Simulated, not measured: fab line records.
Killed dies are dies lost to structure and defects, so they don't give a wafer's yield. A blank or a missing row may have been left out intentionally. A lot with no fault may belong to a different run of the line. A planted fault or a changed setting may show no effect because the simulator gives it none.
Which tool was responsible? / flow gf180mcu / Sampling: 14 lots, 42 wafers, 4 of 602 route steps

## WHAT THE GAUGES READ, wafer by wafer
GF_VT_IMPLANT_OVL_MEAS_18. Usual: for VT_IMPLANT_01_OVL the level is 0.9 nm and the standard deviation is 1.4.
lot=L378; measured=day 6 08:53; on=overlay-02; VT_IMPLANT_01_OVL (nm)=1.3 1.5 0.3; flag=
lot=L379; measured=day 6 13:25; on=overlay-01; VT_IMPLANT_01_OVL (nm)=2.3 2.0 0.2; flag=
lot=L380; measured=day 6 21:23; on=overlay-02; VT_IMPLANT_01_OVL (nm)=0.1 1.0 2.4; flag=
lot=L381; measured=day 7 02:45; on=overlay-02; VT_IMPLANT_01_OVL (nm)=3.8 2.2 4.0; flag=
lot=L382; measured=day 7 08:03; on=overlay-01; VT_IMPLANT_01_OVL (nm)=-0.2 -0.1 0.1; flag=
lot=L383; measured=day 7 12:02; on=overlay-01; VT_IMPLANT_01_OVL (nm)=2.0 1.9 0.8; flag=
lot=L384; measured=day 7 20:29; on=overlay-02; VT_IMPLANT_01_OVL (nm)=0.2 1.4 1.0; flag=
lot=L385; measured=day 8 03:48; on=overlay-01; VT_IMPLANT_01_OVL (nm)=2.1 3.1 2.5; flag=
lot=L386; measured=day 8 11:47; on=overlay-02; VT_IMPLANT_01_OVL (nm)=0.4 0.8 1.3; flag=
lot=L387; measured=day 8 14:11; on=overlay-01; VT_IMPLANT_01_OVL (nm)=-0.2 -0.1 -1.4; flag=
lot=L390; measured=day 9 13:47; on=overlay-01; VT_IMPLANT_01_OVL (nm)=-0.9 -0.5 -1.2; flag=
lot=L394; measured=day 10 14:35; on=overlay-01; VT_IMPLANT_01_OVL (nm)=2.6 0.9 3.2; flag=
lot=L398; measured=day 11 10:51; on=overlay-02; VT_IMPLANT_01_OVL (nm)=-1.8 -1.7 -1.4; flag=
lot=L399; measured=day 11 19:59; on=overlay-01; VT_IMPLANT_01_OVL (nm)=0.0 -0.6 -1.4; flag=

GF_HV_LDD_CD_MEAS_07 targets a cd of 400 nm. Usual: cd nm at 400.1 nm, with a standard deviation of 2.4.
lot=L378; measured=day 10 04:37; on=cd sem-02; cd nm (nm)=400.5 398.0 400.0; flag=
lot=L379; measured=day 10 10:05; on=cd sem-02; cd nm (nm)=402.8 402.4 402.2; flag=
lot=L380; measured=day 10 16:58; on=cd sem-02; cd nm (nm)=401.8 400.8 400.1; flag=
lot=L381; measured=day 10 22:36; on=cd sem-02; cd nm (nm)=395.7 397.1 391.0; flag=
lot=L382; measured=day 11 07:08; on=cd sem-02; cd nm (nm)=401.7 400.8 400.8; flag=
lot=L383; measured=day 11 09:32; on=cd sem-02; cd nm (nm)=398.5 399.8 397.8; flag=
lot=L384; measured=day 11 21:37; on=cd sem-02; cd nm (nm)=405.8 407.0 403.1; flag=
lot=L385; measured=day 12 05:36; on=cd sem-02; cd nm (nm)=401.3 398.1 401.5; flag=
lot=L386; measured=day 12 12:26; on=cd sem-02; cd nm (nm)=399.7 400.7 401.1; flag=
lot=L387; measured=day 12 15:41; on=cd sem-02; cd nm (nm)=393.8 396.4 397.2; flag=
lot=L390; measured=day 13 22:19; on=cd sem-02; cd nm (nm)=399.6 400.0 399.6; flag=
lot=L394; measured=day 15 03:42; on=cd sem-02; cd nm (nm)=398.8 398.9 398.3; flag=
lot=L398; measured=day 16 02:43; on=cd sem-01; cd nm (nm)=400.5 400.8 400.4; flag=
lot=L399; measured=day 16 12:31; on=cd sem-01; cd nm (nm)=404.2 399.8 403.1; flag=

## WHICH TOOL RAN EACH LOT (tool, then ch and the chambers of the sampled wafers, then the start)
lot=L378; GF_DUAL_GATE_STRIP_13=plasma asher-04 ch 0,1, day 8 11:25; GF_POLY_GATE_DEVELOP_09=litho track-01 ch 0, day 9 07:50
lot=L379; GF_DUAL_GATE_STRIP_13=plasma asher-04 ch 0,1, day 8 17:01; GF_POLY_GATE_DEVELOP_09=litho track-03 ch 0, day 9 14:02
lot=L380; GF_DUAL_GATE_STRIP_13=plasma asher-04 ch 0,1, day 8 23:28; GF_POLY_GATE_DEVELOP_09=litho track-01 ch 0, day 9 21:17
lot=L381; GF_DUAL_GATE_STRIP_13=plasma asher-03 ch 0,1, day 9 06:35; GF_POLY_GATE_DEVELOP_09=litho track-02 ch 0, day 10 02:50
lot=L382; GF_DUAL_GATE_STRIP_13=plasma asher-04 ch 0,1, day 9 14:20; GF_POLY_GATE_DEVELOP_09=litho track-01 ch 0, day 10 10:38
lot=L383; GF_DUAL_GATE_STRIP_13=plasma asher-03 ch 0,1, day 9 16:18; GF_POLY_GATE_DEVELOP_09=litho track-02 ch 0, day 10 13:11
lot=L384; GF_DUAL_GATE_STRIP_13=plasma asher-02 ch 0,1, day 10 03:21; GF_POLY_GATE_DEVELOP_09=litho track-02 ch 0, day 11 01:02
lot=L385; GF_DUAL_GATE_STRIP_13=plasma asher-04 ch 0,1, day 10 10:53; GF_POLY_GATE_DEVELOP_09=litho track-03 ch 0, day 11 08:20
lot=L386; GF_DUAL_GATE_STRIP_13=plasma asher-02 ch 0,1, day 10 18:27; GF_POLY_GATE_DEVELOP_09=litho track-02 ch 0, day 11 15:50
lot=L387; GF_DUAL_GATE_STRIP_13=plasma asher-04 ch 0,1, day 10 20:04; GF_POLY_GATE_DEVELOP_09=litho track-02 ch 0, day 11 17:56
lot=L390; GF_DUAL_GATE_STRIP_13=plasma asher-02 ch 0,1, day 11 22:46; GF_POLY_GATE_DEVELOP_09=litho track-02 ch 0, day 12 23:55
lot=L394; GF_DUAL_GATE_STRIP_13=plasma asher-04 ch 0,1, day 13 04:13; GF_POLY_GATE_DEVELOP_09=litho track-02 ch 0, day 14 03:07
lot=L398; GF_DUAL_GATE_STRIP_13=plasma asher-02 ch 0,1, day 14 01:14; GF_POLY_GATE_DEVELOP_09=litho track-03 ch 0, day 15 02:53
lot=L399; GF_DUAL_GATE_STRIP_13=plasma asher-03 ch 0,1, day 14 10:40; GF_POLY_GATE_DEVELOP_09=litho track-01 ch 0, day 15 12:39
- GF_DUAL_GATE_STRIP_13: strips in O2/N2.
- GF_POLY_GATE_DEVELOP_09: develop time 60 s.

## AS READ BY THE TOOLS THEMSELVES (means over the sampled wafers that have a number; for cases with no such wafer, the mark the record gives instead)
GF_DUAL_GATE_STRIP_13. Usual: drypump motor current A 5.8 A, standard deviation 0.73; heater power w 328 W, standard deviation 29; oes product au 0.717 a.u., standard deviation 0.0042; strip time to endpoint s 12.63 s, standard deviation 0.036.
lot=L378; tool=plasma asher-04; drypump motor current A (A)=6.3; heater power w (W)=345; oes product au (a.u.)=0.718; strip time to endpoint s (s)=12.60; flag=
lot=L379; tool=plasma asher-04; drypump motor current A (A)=6.1; heater power w (W)=341; oes product au (a.u.)=0.714; strip time to endpoint s (s)=12.64; flag=
lot=L380; tool=plasma asher-04; drypump motor current A (A)=6.1; heater power w (W)=335; oes product au (a.u.)=0.714; strip time to endpoint s (s)=12.65; flag=
lot=L381; tool=plasma asher-03; drypump motor current A (A)=5.2; heater power w (W)=349; oes product au (a.u.)=0.715; strip time to endpoint s (s)=12.66; flag=
lot=L382; tool=plasma asher-04; drypump motor current A (A)=6.3; heater power w (W)=350; oes product au (a.u.)=0.712; strip time to endpoint s (s)=12.66; flag=
lot=L383; tool=plasma asher-03; drypump motor current A (A)=5.2; heater power w (W)=359; oes product au (a.u.)=0.716; strip time to endpoint s (s)=12.62; flag=
lot=L384; tool=plasma asher-02; drypump motor current A (A)=6.2; heater power w (W)=291; oes product au (a.u.)=0.712; strip time to endpoint s (s)=12.64; flag=
lot=L385; tool=plasma asher-04; drypump motor current A (A)=6.3; heater power w (W)=348; oes product au (a.u.)=0.715; strip time to endpoint s (s)=12.62; flag=
lot=L386; tool=plasma asher-02; drypump motor current A (A)=6.2; heater power w (W)=291; oes product au (a.u.)=0.714; strip time to endpoint s (s)=12.66; flag=
lot=L387; tool=plasma asher-04; drypump motor current A (A)=6.1; heater power w (W)=342; oes product au (a.u.)=0.717; strip time to endpoint s (s)=12.60; flag=
lot=L390; tool=plasma asher-02; drypump motor current A (A)=5.5; heater power w (W)=303; oes product au (a.u.)=0.718; strip time to endpoint s (s)=12.66; flag=
lot=L394; tool=plasma asher-04; drypump motor current A (A)=6.3; heater power w (W)=347; oes product au (a.u.)=0.716; strip time to endpoint s (s)=12.62; flag=
lot=L398; tool=plasma asher-02; drypump motor current A (A)=6.2; heater power w (W)=297; oes product au (a.u.)=0.720; strip time to endpoint s (s)=12.58; flag=
lot=L399; tool=plasma asher-03; drypump motor current A (A)=5.2; heater power w (W)=356; oes product au (a.u.)=0.719; strip time to endpoint s (s)=12.64; flag=

GF_POLY_GATE_DEVELOP_09. Usual: developer temp C at 21.01 C, with a standard deviation of 0.11.
lot=L378; tool=litho track-01; developer temp C (C)=21.04; flag=
lot=L379; tool=litho track-03; developer temp C (C)=21.13; flag=
lot=L380; tool=litho track-01; developer temp C (C)=21.03; flag=
lot=L381; tool=litho track-02; developer temp C (C)=21.10; flag=
lot=L382; tool=litho track-01; developer temp C (C)=21.00; flag=
lot=L383; tool=litho track-02; developer temp C (C)=21.01; flag=
lot=L384; tool=litho track-02; developer temp C (C)=21.01; flag=
lot=L385; tool=litho track-03; developer temp C (C)=21.08; flag=
lot=L386; tool=litho track-02; developer temp C (C)=21.15; flag=
lot=L387; tool=litho track-02; developer temp C (C)=20.87; flag=
lot=L390; tool=litho track-02; developer temp C (C)=20.35; flag=OFF
lot=L394; tool=litho track-02; developer temp C (C)=20.42; flag=OFF
lot=L398; tool=litho track-03; developer temp C (C)=20.89; flag=
lot=L399; tool=litho track-01; developer temp C (C)=21.05; flag=

## THE ANSWER, worked out from the rows above alone
Rule: a lot is off if the mean of its wafers that have a number lies more than 3 standard deviations from the usual mean. A lot without any number at a reading at which 4 lots or more have one is off too. Any other lot the step has rows for is counted as sound. Order of review: gauges by route order, followed by the tools' own readings, for which a lot's mean as printed above is used. At the first step where some lot is off, the reading lying furthest off is the one used; lots without a number count as furthest.
Off: L390, L394 (GF_POLY_GATE_DEVELOP_09, developer temp C).
A tool fits if, at that step or a process step before it, it ran every lot that is off, and no sound lot after the first of them. One fits: litho track-02 at GF_POLY_GATE_DEVELOP_09. A fault onset in the window from L387 (day 11 17:56, its last sound lot) to L390 (day 12 23:55, its first lot off) fits.
The tool's own readings at GF_POLY_GATE_DEVELOP_09 bear it out: on the lots that are off they differ by more than 5 times the standard deviation of the sound lots' means. developer temp C reads 20.39 C there against 21.03 C on the sound lots.

## WHAT THE SIMULATOR PUT IN
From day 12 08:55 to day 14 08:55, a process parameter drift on litho track-02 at GF_POLY_GATE_DEVELOP_09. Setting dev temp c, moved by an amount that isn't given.
Struck lots among those shown: L390, L394. The rule above found the same.
